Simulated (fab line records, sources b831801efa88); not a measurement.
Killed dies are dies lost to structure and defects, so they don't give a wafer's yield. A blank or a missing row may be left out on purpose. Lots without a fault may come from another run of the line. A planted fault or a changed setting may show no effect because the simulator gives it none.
Which tool did it? | flow gf180mcu | 13 lots, 39 wafers sampled, at 5 steps of a route of 602

WHAT THE GAUGES READ, wafer by wafer
GF_LVPWELL_TW_MEAS_11.
lot  | measured    | on            | LVPWELL_TW
L433 | day 3 21:20 | film_metro-02 | 555 557 557
L434 | day 4 03:26 | film_metro-01 | 553 554 552
L435 | day 4 06:19 | film_metro-02 | 555 555 556
L436 | day 4 12:29 | film_metro-02 | 557 558 556
L437 | day 4 19:14 | film_metro-04 | 565 564 563
L438 | day 5 00:56 | film_metro-04 | 560 562 561
L440 | day 5 12:10 | film_metro-02 | 554 554 554
L442 | day 5 22:14 | film_metro-02 | 552 554 554
L446 | day 6 22:14 | film_metro-04 | 562 561 562
L447 | day 7 02:41 | film_metro-04 | 563 557 560
L449 | day 7 15:37 | film_metro-02 | 556 556 555
L453 | day 8 13:34 | film_metro-04 | 565 566 569
L454 | day 8 17:29 | film_metro-04 | 564 563 565

GF_MVSD_OVL_MEAS_07.
lot  | measured    | on         | MVSD_OVL (nm)
L433 | day 4 09:48 | overlay-02 | -0.3 -0.6 -0.6
L434 | day 4 16:09 | overlay-02 | 0.0 -0.6 -0.5
L435 | day 4 19:08 | overlay-02 | -3.6 -1.3 -2.0
L436 | day 5 02:29 | overlay-02 | 0.6 0.0 -1.2
L437 | day 5 09:44 | overlay-01 | 1.6 2.0 0.7
L438 | day 5 15:29 | overlay-02 | 2.5 0.9 0.5
L440 | day 6 02:44 | overlay-02 | 0.3 -1.2 0.1
L442 | day 6 12:51 | overlay-02 | -1.0 -1.1 0.5
L446 | day 7 14:14 | overlay-02 | -1.5 -2.0 -0.4
L447 | day 7 17:46 | overlay-02 | -0.9 0.5 -0.7
L449 | day 8 07:23 | overlay-02 | 1.1 2.0 1.1
L453 | day 9 05:38 | overlay-02 | -0.2 -1.1 -2.1
L454 | day 9 10:30 | overlay-02 | 0.5 1.7 0.6

GF_VT_IMPLANT_OVL_MEAS_40.
lot  | measured     | on         | VT_IMPLANT_03_OVL (nm)
L433 | day 7 13:06  | overlay-02 | -1.0 -1.0 1.0
L434 | day 7 19:39  | overlay-01 | -1.3 0.3 -1.5
L435 | day 7 22:47  | overlay-01 | 2.7 2.9 1.2
L436 | day 8 06:27  | overlay-02 | 0.1 0.7 -2.1
L437 | day 8 14:59  | overlay-01 | 0.1 -0.7 -0.8
L438 | day 8 22:03  | overlay-02 | 0.0 -0.5 -0.3
L440 | day 9 10:53  | overlay-02 | -1.1 -0.4 0.8
L442 | day 9 23:30  | overlay-01 | 1.3 1.5 1.4
L446 | day 11 06:17 | overlay-02 | -155.5 -154.8 -155.0
L447 | day 11 08:30 | overlay-01 | -156.1 -157.8 -155.5
L449 | day 12 01:27 | overlay-02 | 0.0 0.0 0.9
L453 | day 13 02:23 | overlay-01 | -0.4 0.2 -0.6
L454 | day 13 09:54 | overlay-01 | 0.3 -2.0 0.3

WHICH TOOL RAN EACH LOT (tool, then ch and the chambers of the sampled wafers, then the start)
lot  | GF_VT_IMPLANT_STRIP_31               | GF_VT_IMPLANT_EXPOSE_37
L433 | plasma_asher-02 ch 0,1, day 6 21:35  | iline_stepper-01 ch 0, day 7 05:07
L434 | plasma_asher-01 ch 0,1, day 7 03:34  | iline_stepper-02 ch 0, day 7 11:55
L435 | plasma_asher-02 ch 0,1, day 7 06:50  | iline_stepper-02 ch 0, day 7 14:50
L436 | plasma_asher-01 ch 0,1, day 7 14:26  | iline_stepper-01 ch 0, day 7 22:35
L437 | plasma_asher-01 ch 0,1, day 7 22:41  | iline_stepper-01 ch 0, day 8 06:53
L438 | plasma_asher-01 ch 0,1, day 8 05:29  | iline_stepper-02 ch 0, day 8 14:02
L440 | plasma_asher-03 ch 0, day 8 17:44    | iline_stepper-02 ch 0, day 9 02:11
L442 | plasma_asher-02 ch 0,1, day 9 06:08  | iline_stepper-02 ch 0, day 9 15:14
L446 | plasma_asher-02 ch 0,1, day 10 11:41 | iline_stepper-01 ch 0, day 10 21:23
L447 | plasma_asher-03 ch 0,1, day 10 14:22 | iline_stepper-01 ch 0, day 10 23:47
L449 | plasma_asher-01 ch 0,1, day 11 07:08 | iline_stepper-02 ch 0, day 11 16:29
L453 | plasma_asher-01 ch 0,1, day 12 07:37 | iline_stepper-02 ch 0, day 12 17:13
L454 | plasma_asher-01 ch 0,1, day 12 14:04 | iline_stepper-02 ch 0, day 12 23:56
- GF_VT_IMPLANT_STRIP_31: strips in O2/N2.
- GF_VT_IMPLANT_EXPOSE_37: exposes mask Nwell HV AREA, target cd 860 nm.

WHAT THE TOOLS THEMSELVES READ (means of the sampled wafers that have a number; where no wafer has one, the mark that the record gives instead)
GF_VT_IMPLANT_STRIP_31.
lot  | tool            | drypump_motor_current_A (A) | heater_power_w (W) | oes_product_au (a.u.) | strip_time_to_endpoint_s (s)
L433 | plasma_asher-02 | 5.91                        | 294                | 0.709                 | 12.73
L434 | plasma_asher-01 | 5.75                        | 328                | 0.710                 | 12.67
L435 | plasma_asher-02 | 5.87                        | 328                | 0.713                 | 12.69
L436 | plasma_asher-01 | 5.52                        | 297                | 0.713                 | 12.68
L437 | plasma_asher-01 | 5.54                        | 300                | 0.715                 | 12.74
L438 | plasma_asher-01 | 5.51                        | 299                | 0.711                 | 12.72
L440 | plasma_asher-03 | 5.41                        | 265                | 0.712                 | 12.73
L442 | plasma_asher-02 | 5.88                        | 320                | 0.716                 | 12.68
L446 | plasma_asher-02 | 5.86                        | 321                | 0.711                 | 12.67
L447 | plasma_asher-03 | 5.55                        | 290                | 0.711                 | 12.74
L449 | plasma_asher-01 | 5.53                        | 301                | 0.712                 | 12.73
L453 | plasma_asher-01 | 5.53                        | 300                | 0.709                 | 12.77
L454 | plasma_asher-01 | 5.76                        | 326                | 0.710                 | 12.73

GF_VT_IMPLANT_EXPOSE_37.
lot  | tool             | exposure_dose_mJ_cm2 | stage_vel_mm_s (mm/s)
L433 | iline_stepper-01 | 140.09               | 500.14
L434 | iline_stepper-02 | 139.92               | 500.18
L435 | iline_stepper-02 | 139.85               | 499.69
L436 | iline_stepper-01 | 140.06               | 500.04
L437 | iline_stepper-01 | 140.07               | 500.11
L438 | iline_stepper-02 | 140.04               | 500.10
L440 | iline_stepper-02 | 139.82               | 500.13
L442 | iline_stepper-02 | 140.18               | 499.74
L446 | iline_stepper-01 | 140.04               | 499.80
L447 | iline_stepper-01 | 139.93               | 500.27
L449 | iline_stepper-02 | 139.81               | 500.21
L453 | iline_stepper-02 | 139.98               | 500.24
L454 | iline_stepper-02 | 139.90               | 499.82

THE ANSWER, worked out from the rows above alone
Rule: what is usual is taken from the lots themselves. Put in order of their means at a reading, lots are off if they are a third of the lots or fewer, leave a main group of 4 or more, and stand apart from it by a gap of 3 or more times the standard deviation of the main group's means; of several such gaps the widest counts. A main group whose means are all the same, to the digits that the tables above print for the reading, isn't used. A lot without any number at a reading at which 4 lots or more have one is off too. The other lots that the step has rows for count as sound. The gauges are gone through in route order, then the tools' own readings, and for those a lot's mean is taken as printed above. The first step at which some lot is off is used, and at that step the reading that is off furthest; a lot without a number counts as furthest.
Off: L446, L447, at GF_VT_IMPLANT_OVL_MEAS_40 (VT_IMPLANT_03_OVL). The main group: mean 0.1 nm, standard deviation 0.89.
A tool fits if, at a process step before that reading, it ran every lot that is off, and no sound lot after the first of them. The gauges at GF_VT_IMPLANT_OVL_MEAS_40 are tried like those tools. One fits: iline_stepper-01 at GF_VT_IMPLANT_EXPOSE_37. Its last sound lot is L437 (day 8 06:53), its first lot that is off L446 (day 10 21:23): a fault that began between those two fits.

WHAT THE SIMULATOR HAD PUT IN
Scanner matching overlay: iline_stepper-01, from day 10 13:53 on, at GF_VT_IMPLANT_EXPOSE_37. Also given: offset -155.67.
Lots struck among those shown: L446, L447. The rule above found the same.
